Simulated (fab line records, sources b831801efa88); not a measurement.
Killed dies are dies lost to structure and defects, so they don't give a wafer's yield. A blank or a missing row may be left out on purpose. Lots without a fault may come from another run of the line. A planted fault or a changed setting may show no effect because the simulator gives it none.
A struck lot beside a sound one | flow sky130 | 15 steps out of a route of 708
Sound: wafers L452.2, L452.3, L452.4. Struck: wafers L465.1, L465.2, L465.5. The cause comes at the end.
At each step with rows: each side's tool, then ch and its chambers, then its first start. Under that, the readings that differ: sound wafers | struck wafers | difference of the means | sigmas: that difference in standard deviations of wafers without a fault.
alike: readings whose means differ by less than 2 such deviations, and words and numbers that are the same on both sides. not compared: withheld readings, readings that some wafer has no value for, bounds like >300 that may hide the same value, and numbers for which the record gives no deviation and whose values overlap.
The two part at a step that has a row with sigmas, a row that says differs or no value, or rows on one side only. Numbers that don't overlap but have no deviation are shown without sigmas and don't part them. A reading that every wafer of one side lacks parts them only if that side has two wafers or more.

first, 8 steps without rows for these wafers: SKY_METAL3_DEHYDRATE_05 (time 60 s); SKY_METAL3_HMDS_06 (prime time 60 s); SKY_METAL3_COAT_07 (resist thk 60 nm); SKY_METAL3_COAT_08 (resist thk 1140 nm); SKY_METAL3_SOFTBAKE_09 (time 90 s); SKY_METAL3_EXPOSE_10 (exposes mask MM3, target cd 300 nm); SKY_METAL3_PEB_11; SKY_METAL3_DEVELOP_12 (develop time 60 s).
SKY_METAL3_CD_MEAS_13: target cd 300 nm.
  sound on cd_sem-02, day 39 02:53; struck on cd_sem-01, day 43 03:19
  alike: cd_nm
SKY_METAL3_OVL_MEAS_14:
  sound on overlay-02, day 39 03:00; struck on overlay-01, day 43 03:26
  alike: METAL3_OVL
SKY_METAL3_DESCUM_15: chemistry O2, time 8 s.
  sound on rie_metal-01 ch 1, day 39 03:02; struck on rie_metal-04 ch 0,1, day 43 03:29
  reading                     | sound       | struck      | difference | sigmas
  drypump_motor_current_A (A) | 5.0 5.0 5.0 | 5.9 5.7 5.9 | +0.8       | +2
  alike: oes_product_au
  not compared: rf_hours_counter_h
SKY_METAL3_ETCH_16: etches BARC in N2/H2, stops on SiO2, time 88.2 s, target depth 60 nm.
  sound on rie_metal-01 ch 1, day 39 03:07; struck on rie_metal-04 ch 0,1, day 43 03:31
  reading                     | sound       | struck      | difference | sigmas
  drypump_motor_current_A (A) | 4.9 5.0 5.0 | 5.9 5.7 5.9 | +0.9       | +2
  alike: bias_w, chamber_pressure_mTorr, n2_flow_sccm, oes_product_au, throttle_valve_pct
  not compared: rf_hours_counter_h
SKY_METAL3_ETCH_17: etches SiO2 in C4F8/O2/Ar, stops on TiN, time 3.9 s, target depth 15 nm.
  sound on rie_diel-01 ch 0,1,3, day 39 03:17; struck on rie_diel-04 ch 2,3, day 43 03:37
  no value came back on the struck wafers for bias_w (W), chamber_pressure_mTorr (mTorr), oes_product_au (a.u.); on the sound wafers bias_w (W) reads 1199 1198 1206
SKY_METAL3_METAL_ETCH_18: etches the open film in Cl2/BCl3, stops on SiO2, target depth 845 nm, time 183.1 s.
  sound on rie_metal-04 ch 0, day 39 03:22; struck on rie_metal-02 ch 0,1, day 43 03:38
  alike: bcl3_flow_sccm, bias_w, drypump_motor_current_A, oes_product_au, throttle_valve_pct
  not compared: rf_hours_counter_h
-- the record jumps here: 6 days lie between the struck wafers' starts before and after (it left off in module METAL3 and takes up again in module PAD_OPEN, whose first step shown is number 708 of the route) --
SKY_PAD_OPEN_PROBE_99:
  sound on prober-02, day 46 06:57; struck on prober-02, day 49 13:38
  reading                  | sound          | struck         | difference | sigmas
  defect_limited_yield (%) | 84.1 84.1 80.3 | 0 0 0          | -83        | -41
  killed_at_M0_to_M3       | 32 43 50       | 446 443 441    | +402       | +52
  killed_dies              | 78 78 97       | 492 492 492    | +408       | +41
  killed_on_rim            | 17 16 22       | 96 96 96       | +78        | +22
  sort_bin_5_function (%)  | 9.3 10.6 11.6  | 91.7 94.1 92.1 | +82.1      | +55
  sort_n_pass              | 414 414 395    | 0 0 0          | -408       | -41
  sort_yield_pct (%)       | 84.1 84.1 80.3 | 0 0 0          | -83        | -41
  alike: killed_at_M4_up, killed_at_contacts, killed_at_front_end, killed_at_other, killed_open, killed_short, sort_bin_3_pad_short, sort_bin_6_memory

WHERE THEY PART
First at SKY_METAL3_DESCUM_15; last, within this record, at SKY_PAD_OPEN_PROBE_99.

WHY: what the simulator had put in
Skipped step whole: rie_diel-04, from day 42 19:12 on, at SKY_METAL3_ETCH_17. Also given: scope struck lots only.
